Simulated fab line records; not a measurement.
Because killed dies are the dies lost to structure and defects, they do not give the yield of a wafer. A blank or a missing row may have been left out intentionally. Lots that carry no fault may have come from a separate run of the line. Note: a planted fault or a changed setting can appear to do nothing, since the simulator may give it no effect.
Comparing a struck lot with a sound one / flow sky130 / 24 out of 708 route steps
Sound: the wafers L570.1, L570.4, L570.5. Struck: wafers L575.1, L575.3, L575.5. The cause is named last.
Per side, at each step with rows, come the tool, then ch with its chambers, and then its first start. Under that, the readings that differ: sound wafers / struck wafers / difference of the means / sigmas: that difference in standard deviations of wafers without a fault.
alike: readings whose means differ by less than 2 such deviations, and words and numbers that are the same on both sides. not compared: withheld readings, readings that some wafer has no value for, bounds like >300 that may hide the same value, and numbers for which the record gives no deviation and whose values overlap.
Wherever a step has rows on one side only, a row that says differs or no value, or a row with sigmas, the two part there. When numbers do not overlap yet have no deviation, they are printed without sigmas and do not part them. A reading that every wafer of one side lacks parts them only if that side has two wafers or more.

first, 10 steps without rows for these wafers: SKY_METAL3_PEB_11; SKY_METAL3_DEVELOP_12 (develop time 60 s); SKY_METAL3_DESCUM_15 (chemistry O2, time 8 s); SKY_METAL3_ETCH_16 (etches BARC in N2/H2, stops on SiO2, time 88.2 s, target depth 60 nm); SKY_METAL3_ETCH_17 (etches SiO2 in C4F8/O2/Ar, stops on TiN, time 3.9 s, target depth 15 nm); SKY_METAL3_METAL_ETCH_18 (etches the open film in Cl2/BCl3, stops on SiO2, target depth 845 nm, time 183.1 s); SKY_METAL3_STRIP_19 (strips in O2/N2); SKY_METAL3_STRIP_20 (strips in post etch residue remover, time 1200 s); SKY_METAL3_CLEAN_21 (cleans in IPA, time 180 s); SKY_METAL3_CLEAN_22 (cleans in O3/DIW).
SKY_VIA3_HDPCVD_00: deposits SiO2, target thk 1635 nm, time 272.5 s.
  sound on hdpcvd-01 ch 0,1,2, day 40 23:16; struck on hdpcvd-01 ch 0,1,2, day 42 04:10
  no value came back on the struck wafers for pressure mtorr (mTorr), run length s (s), time s (s); on the sound wafers pressure mtorr (mTorr) reads 5.991 6.022 5.991
then, 10 steps without rows for these wafers: SKY_VIA3_CMP_02 (polishes SiO2); SKY_VIA3_DEHYDRATE_04 (time 60 s); SKY_VIA3_HMDS_05 (prime time 60 s); SKY_VIA3_COAT_06 (resist thk 60 nm); SKY_VIA3_COAT_07 (resist thk 450 nm); SKY_VIA3_SOFTBAKE_08 (time 93.11 s); SKY_VIA3_EXPOSE_09 (exposes mask VIM3, target cd 200 nm); SKY_VIA3_PEB_10; SKY_VIA3_DEVELOP_11 (develop time 60 s); SKY_VIA3_ETCH_14 (etches BARC in N2/H2, stops on SiO2, time 45.9 s, target depth 60 nm).
SKY_VIA3_ETCH_15: etches SiO2 in C4F8/O2/Ar, stops on TiN, target depth 507 nm, time 78 s.
  sound on rie diel-03 ch 0,2,3, day 42 00:45; struck on rie diel-03 ch 0,2, day 43 04:56
reading=oes product au (a.u.); sound=0.939 0.946 0.948; struck=0.376 0.368 0.366; difference=-0.574; sigmas=-99 or more
reading=model.etch.depth nm (nm); sound=466.3 464.6 465.8; struck=0 0 0; difference=-466; sigmas=
  not compared: rf hours counter h
then, 1 step without rows for these wafers: SKY_VIA3_STRIP_16 (strips in O2/N2).
-- the record jumps here: 6 days lie between the struck wafers' starts before and after (it left off in module VIA3 and takes up again in module PAD_OPEN, whose first step shown is number 708 of the route) --
SKY_PAD_OPEN_PROBE_99:
  struck on prober-01, day 48 22:39; sound on prober-02, day 47 23:48
reading=defect limited yield (%); sound=82.3 80.3 78.3; struck=0 0 0; difference=-80; sigmas=-36
reading=killed_at_M0_to_M3; sound=38 47 53; struck=482 483 483; difference=+437; sigmas=+58
reading=killed at contacts; sound=24 34 36; struck=6 5 8; difference=-25; sigmas=-4
reading=killed at front end; sound=23 14 14; struck=4 3 1; difference=-14; sigmas=-3
reading=killed dies; sound=87 97 107; struck=492 492 492; difference=+395; sigmas=+36
reading=killed on rim; sound=14 18 24; struck=96 96 96; difference=+77; sigmas=+21
reading=killed open; sound=51 56 61; struck=9 11 5; difference=-48; sigmas=-6
reading=killed short; sound=36 41 46; struck=8 12 8; difference=-32; sigmas=-4
reading=sort_bin_3_pad_short (%); sound=0.4 0.2 1.2; struck=26.6 23.6 26.8; difference=+25.1; sigmas=+70
reading=sort_bin_5_function (%); sound=9.1 10.8 13.6; struck=68.7 74.6 71.5; difference=+60.4; sigmas=+38
reading=sort_bin_6_memory (%); sound=8.1 8.7 6.9; struck=4.7 1.8 1.6; difference=-5.2; sigmas=-4
reading=sort n pass; sound=405 395 385; struck=0 0 0; difference=-395; sigmas=-36
reading=sort yield pct (%); sound=82.3 80.3 78.3; struck=0 0 0; difference=-80; sigmas=-36
  alike: killed_at_M4_up, killed at other

WHERE THEY PART
Last at SKY_PAD_OPEN_PROBE_99 as far as this record goes, first at SKY_VIA3_HDPCVD_00.

WHY: the cause the simulator had injected
Whole step skipped at SKY_VIA3_HDPCVD_00 on hdpcvd-01, starting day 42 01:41. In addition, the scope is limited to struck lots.
